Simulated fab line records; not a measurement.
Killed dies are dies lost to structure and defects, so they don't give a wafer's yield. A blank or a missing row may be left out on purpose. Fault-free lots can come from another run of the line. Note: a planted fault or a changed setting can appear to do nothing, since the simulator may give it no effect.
Which tool did it? || flow sky130 || 14 lots, 42 wafers sampled, at 1 step of a route of 708

== WHAT EACH GAUGE READ, for each wafer ==
The record holds no reading of a measuring or inspecting step that can be judged against a usual standard deviation.

== WHAT TOOL EACH LOT RAN ON (gives the tool, then ch and the chambers of the sampled wafers, and finally the start) ==
{"lot": "L276", "SKY_SD_N_PEB_05": "litho_track-03 ch 0, day 28 16:44"}
{"lot": "L277", "SKY_SD_N_PEB_05": "litho_track-02 ch 0, day 28 22:46"}
{"lot": "L278", "SKY_SD_N_PEB_05": "litho_track-02 ch 0, day 29 07:52"}
{"lot": "L281", "SKY_SD_N_PEB_05": "litho_track-02 ch 0, day 30 10:37"}
{"lot": "L282", "SKY_SD_N_PEB_05": "litho_track-02 ch 0, day 30 15:34"}
{"lot": "L285", "SKY_SD_N_PEB_05": "litho_track-03 ch 0, day 31 21:32"}
{"lot": "L288", "SKY_SD_N_PEB_05": "litho_track-03, day 32 11:20"}
{"lot": "L289", "SKY_SD_N_PEB_05": "litho_track-04, day 32 22:53"}
{"lot": "L291", "SKY_SD_N_PEB_05": "litho_track-02 ch 0, day 33 14:49"}
{"lot": "L293", "SKY_SD_N_PEB_05": "litho_track-04 ch 0, day 34 05:14"}
{"lot": "L294", "SKY_SD_N_PEB_05": "litho_track-04 ch 0, day 34 08:55"}
{"lot": "L295", "SKY_SD_N_PEB_05": "litho_track-03 ch 0, day 34 15:54"}
{"lot": "L296", "SKY_SD_N_PEB_05": "litho_track-04 ch 0, day 35 06:37"}
{"lot": "L297", "SKY_SD_N_PEB_05": "litho_track-04 ch 0, day 35 08:50"}
- SKY_SD_N_PEB_05

== WHAT THE TOOLS THEMSELVES READ (means of the sampled wafers that have a number; where no wafer has one, the mark that the record gives instead) ==
SKY_SD_N_PEB_05. Usual: exhaust_pa 44.9 Pa, standard deviation 0.97.
{"lot": "L276", "tool": "litho_track-03", "exhaust_pa (Pa)": 43.5, "flag": ""}
{"lot": "L277", "tool": "litho_track-02", "exhaust_pa (Pa)": 45.2, "flag": ""}
{"lot": "L278", "tool": "litho_track-02", "exhaust_pa (Pa)": 45.0, "flag": ""}
{"lot": "L281", "tool": "litho_track-02", "exhaust_pa (Pa)": 44.8, "flag": ""}
{"lot": "L282", "tool": "litho_track-02", "exhaust_pa (Pa)": 45.1, "flag": ""}
{"lot": "L285", "tool": "litho_track-03", "exhaust_pa (Pa)": 45.1, "flag": ""}
{"lot": "L288", "tool": "litho_track-03", "exhaust_pa (Pa)": "-", "flag": "OFF"}
{"lot": "L289", "tool": "litho_track-04", "exhaust_pa (Pa)": "-", "flag": "OFF"}
{"lot": "L291", "tool": "litho_track-02", "exhaust_pa (Pa)": 44.4, "flag": ""}
{"lot": "L293", "tool": "litho_track-04", "exhaust_pa (Pa)": 44.8, "flag": ""}
{"lot": "L294", "tool": "litho_track-04", "exhaust_pa (Pa)": 44.5, "flag": ""}
{"lot": "L295", "tool": "litho_track-03", "exhaust_pa (Pa)": 45.6, "flag": ""}
{"lot": "L296", "tool": "litho_track-04", "exhaust_pa (Pa)": 44.2, "flag": ""}
{"lot": "L297", "tool": "litho_track-04", "exhaust_pa (Pa)": 45.9, "flag": ""}

== THE ANSWER, worked out from the rows above alone ==
Rule: take the mean of a lot's wafers that have a number; if it is more than 3 standard deviations from the usual mean, the lot is off. Also off: a lot with no number at a reading for which 4 or more lots have one. All remaining lots with rows at the step are treated as sound. First the gauges in route order, then the tools' own readings, where a lot's mean is used as printed above. At the first step where some lot is off, the reading lying furthest off is the one used; lots without a number count as furthest.
Off: L288, L289 (SKY_SD_N_PEB_05, exhaust_pa). Without a number there: L288, L289.
A tool fits if, at that step or a process step before it, it ran every lot that is off, and no sound lot after the first of them. Of those tried, none fits.

== WHAT THE SIMULATOR HAD PUT IN ==
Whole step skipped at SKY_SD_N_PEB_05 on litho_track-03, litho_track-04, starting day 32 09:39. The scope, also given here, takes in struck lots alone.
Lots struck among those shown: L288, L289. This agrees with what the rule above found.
